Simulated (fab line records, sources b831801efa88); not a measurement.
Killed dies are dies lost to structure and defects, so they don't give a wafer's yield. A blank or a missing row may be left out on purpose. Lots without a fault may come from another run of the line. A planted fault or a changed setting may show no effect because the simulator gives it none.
Chamber matching | flow gf180mcu | GF_M5_ETCH_09 on rie_diel-04: 4 sister chambers
The step etches Si3N4 in CF4/O2, target depth 52 nm, time 11.6 s. 14 wafers are shown with their chamber, then 7 later ones without.

WAFERS WITH THEIR CHAMBER
wafer  | chamber | drypump_motor_current_A (A) | oes_product_au (a.u.) | throttle_valve_pct (%)
L468.1 | 1       | 6.0                         | 0.980                 | 5.975
L468.5 | 1       | 6.1                         | 0.988                 | 5.967
L468.6 | 0       | 5.4                         | 0.998                 | 5.964
L469.4 | 0       | 5.4                         | 0.995                 | 5.984
L469.5 | 2       | 6.1                         | 0.991                 | 5.965
L469.6 | 3       | 5.0                         | 0.987                 | 5.982
L472.3 | 3       | 5.0                         | 0.990                 | 5.976
L472.5 | 1       | 6.0                         | 0.985                 | 5.959
L472.6 | 2       | 6.2                         | 0.997                 | 5.956
L478.1 | 1       | 6.1                         | 0.990                 | 5.977
L478.2 | 2       | 6.2                         | 0.999                 | 5.970
L478.3 | 0       | 5.4                         | 0.989                 | 5.971
L480.1 | 3       | 5.0                         | 0.987                 | 5.969
L480.2 | 2       | 6.2                         | 0.989                 | 5.962

SIGNATURES (means of the wafers above)
reading                 | chamber 0 | chamber 1 | chamber 2 | chamber 3 | scatter within a chamber
drypump_motor_current_A | 5.400     | 6.050     | 6.175     | 5.000     | 0.0418
oes_product_au          | 0.99400   | 0.98575   | 0.99400   | 0.98800   | 0.00416
throttle_valve_pct      | 5.97300   | 5.96950   | 5.96325   | 5.97567   | 0.00772
Rule: a wafer's distance from a chamber is the root of the sum, over the readings, of the square of ((its reading less the chamber's mean) divided by the reading's scatter). The wafer belongs to the nearest chamber; if the next one is less than 2 further off, it can't be placed. The scatter: the root of (the sum of the squares of (reading less its chamber's mean) over the shown wafers, divided by (wafers less chambers)).

WAFERS WITHOUT THEIR CHAMBER
wafer  | drypump_motor_current_A (A) | oes_product_au (a.u.) | throttle_valve_pct (%)
L480.4 | 5.4                         | 0.989                 | 5.955
L487.2 | 5.0                         | 0.991                 | 5.964
L487.4 | 6.0                         | 0.979                 | 5.955
L487.5 | 5.4                         | 0.991                 | 5.975
L490.3 | 5.4                         | 0.992                 | 5.974
L490.4 | 6.2                         | 0.999                 | 5.975
L490.6 | 6.1                         | 0.993                 | 5.986

WHICH CHAMBER EACH WENT THROUGH
wafer  | from the rows above     | in truth
L480.4 | 0                       | 0
L487.2 | 3                       | 3
L487.4 | 1                       | 1
L487.5 | 0                       | 0
L490.3 | 0                       | 0
L490.4 | 2                       | 2
L490.6 | can't be placed: 1 or 2 | 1
Placed correctly: 6 of 7. Can't be placed from these rows: 1 (the true chamber is among the candidates in 1). Placed wrongly: 0.
